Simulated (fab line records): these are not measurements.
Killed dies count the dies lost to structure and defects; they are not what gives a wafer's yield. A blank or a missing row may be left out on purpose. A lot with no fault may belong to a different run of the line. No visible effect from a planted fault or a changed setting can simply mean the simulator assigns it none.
Struck lot and sound lot, side by side    flow gf180mcu    15 out of 602 route steps
Sound: wafers L224.2, L224.3, L224.4. Struck: wafer L241.5 (left out: L241.1, L241.4 of the same lot, which were not struck); the cause appears at the end.
For every step that has rows: the tool of each side, followed by ch and its chambers, followed by its first start. Under that, the readings that differ: sound wafers    struck wafers    difference of the means    sigmas: that difference in standard deviations of wafers without a fault.
alike: same words and numbers on both sides, and readings whose means sit less than 2 such deviations apart. not compared: any withheld reading, any reading some wafer has no value for, any bound like >300 that may hide the same value, and any number with overlapping values for which the record gives no deviation.
A row with sigmas, a row that says differs or no value, or rows on one side alone: a step with any of these is where the two part. Numbers that have no deviation but don't overlap get no sigmas and don't part them. A reading that every wafer of one side lacks parts them only if that side has two wafers or more.

first, 5 steps without rows for these wafers: GF_V4_COAT_09 (resist thk 1000 nm); GF_V4_SOFTBAKE_10 (time 60 s); GF_V4_EXPOSE_11 (exposes mask Via4, target cd 260 nm); GF_V4_PEB_12 (peb time 90 s); GF_V4_DEVELOP_13 (develop time 60 s).
GF_V4_CD_MEAS_14: target cd 260 nm.
  struck on cd-sem-02, day 31 00:13; sound on cd-sem-01, day 26 09:49
  alike: cd-nm
GF_V4_OVL_MEAS_15:
  struck on overlay-01, day 31 00:20; sound on overlay-02, day 26 09:56
  alike: V4_OVL
GF_V4_ETCH_16: etches BARC in N2/H2.
  sound on rie-diel-01 ch 0,2,3, day 26 09:58; struck on rie-diel-02 ch 0, day 31 00:22
  alike: drypump-motor-current-A, h2-flow-sccm, n2-flow-sccm, oes-product-au, throttle-valve-pct
GF_V4_ETCH_17: etches SiO2 in C4F8/O2/Ar, stops on TiN, target depth 630 nm.
  sound: rie-diel-01 ch 0,2,3; struck: rie-diel-02 ch 0
  alike: oes-product-au
GF_V4_STRIP_18: strips in O2/N2.
  sound on plasma-asher-03 ch 0,1, day 26 10:05; struck on plasma-asher-04 ch 0, day 31 00:29
reading                sound              struck  difference  sigmas
oes-product-au (a.u.)  0.590 0.590 0.584  0.598   +0.010      +2
  alike: drypump-motor-current-A, heater-power-w, n2-flow-sccm, platen-temp-c
  not compared: rf-hours-counter-h
then, 2 steps without rows for these wafers: GF_V4_STRIP_19 (strips in post etch residue remover, time 1200 s); GF_V4_CLEAN_20 (cleans in DIW).
GF_V4_SPUTTER_21: material Ti, target thk 15 nm, time 80.02 s.
  struck on pvd-sputter-02, day 31 01:02; sound on pvd-sputter-02, day 26 10:37
reading                                sound             struck  difference  sigmas
model.Ti_of_V4_SPUTTER_21.thk-nm (nm)  14.99 14.67 14.9  17.81   +2.96       
  alike: throttle-valve-pct
GF_V4_SPUTTER_22: material TiN, target thk 10 nm, time 40 s.
  struck on pvd-sputter-02, day 31 01:05; sound on pvd-sputter-02, day 26 10:41
  alike: throttle-valve-pct
-- the record jumps here: 4 days lie between the struck wafers' starts before and after (it left off in module V4 and takes up again in module PASSIVATION, whose first step shown is number 602 of the route) --
GF_PASSIVATION_PROBE_99:
  the record has rows for the struck wafers here (prober-02, day 34 21:25) and none for the sound ones

WHERE THEY PART
Last at GF_PASSIVATION_PROBE_99 as far as this record goes, first at GF_V4_STRIP_18.

WHY: whatever the simulator had introduced
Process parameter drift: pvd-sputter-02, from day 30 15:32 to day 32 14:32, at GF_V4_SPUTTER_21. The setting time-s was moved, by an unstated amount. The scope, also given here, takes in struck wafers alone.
